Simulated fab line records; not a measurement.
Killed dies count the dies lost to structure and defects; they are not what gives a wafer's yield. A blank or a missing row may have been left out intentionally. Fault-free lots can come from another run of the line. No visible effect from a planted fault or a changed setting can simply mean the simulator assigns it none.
Chamber matching / flow sky130 / 4 sister chambers for SKY_VIA1_CMP_24 on cmp-02
The step polishes, stops on SiO2, t overpolish 15 s, target thk 0 nm. 4 wafers are shown with their chamber, then 12 later ones without.

WAFERS, EACH WITH ITS CHAMBER
wafer=L089.1; chamber=3; motor_current_A (A)=10.0
wafer=L091.2; chamber=0; motor_current_A (A)=11.3
wafer=L091.3; chamber=1; motor_current_A (A)=10.6
wafer=L091.5; chamber=2; motor_current_A (A)=10.6

WAFERS MISSING THEIR CHAMBER
wafer=L094.1; motor_current_A (A)=10.9
wafer=L094.4; motor_current_A (A)=11.9
wafer=L094.5; motor_current_A (A)=11.0
wafer=L095.1; motor_current_A (A)=9.8
wafer=L095.5; motor_current_A (A)=9.7
wafer=L095.6; motor_current_A (A)=12.3
wafer=L096.2; motor_current_A (A)=9.4
wafer=L096.3; motor_current_A (A)=12.2
wafer=L096.6; motor_current_A (A)=11.7
wafer=L097.1; motor_current_A (A)=10.2
wafer=L097.4; motor_current_A (A)=11.5
wafer=L097.6; motor_current_A (A)=9.9

EACH ONE'S CHAMBER
wafer=L094.1; from the rows above=can't be placed: 1 or 2 or 0 or 3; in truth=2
wafer=L094.4; from the rows above=can't be placed: 0 or 1 or 2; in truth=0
wafer=L094.5; from the rows above=can't be placed: 0 or 1 or 2 or 3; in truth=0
wafer=L095.1; from the rows above=can't be placed: 3 or 1 or 2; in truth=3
wafer=L095.5; from the rows above=can't be placed: 3 or 1 or 2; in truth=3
wafer=L095.6; from the rows above=can't be placed: 0 or 1 or 2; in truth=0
wafer=L096.2; from the rows above=can't be placed: 3 or 1 or 2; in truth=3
wafer=L096.3; from the rows above=can't be placed: 0 or 1 or 2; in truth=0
wafer=L096.6; from the rows above=can't be placed: 0 or 1 or 2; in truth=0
wafer=L097.1; from the rows above=can't be placed: 3 or 1 or 2 or 0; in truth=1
wafer=L097.4; from the rows above=can't be placed: 0 or 1 or 2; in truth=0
wafer=L097.6; from the rows above=can't be placed: 3 or 1 or 2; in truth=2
0 of 12 placed correctly. From these rows, 12 cannot be placed; in 12 the true chamber is one of the candidates. Placed wrongly: 0.
How it was worked out, from the rows above alone: a wafer's distance from a chamber is the root of the sum, over the readings, of the square of ((its reading less the chamber's mean) divided by the reading's scatter). If the next closest chamber is less than 2 further off than the closest, the wafer can't be placed; otherwise it belongs to the closest. The mean given for a chamber averages the wafers shown for that chamber. The scatter: with one shown wafer a chamber, the root of the mean of the squares of how far each hidden wafer lies from its nearest shown one.
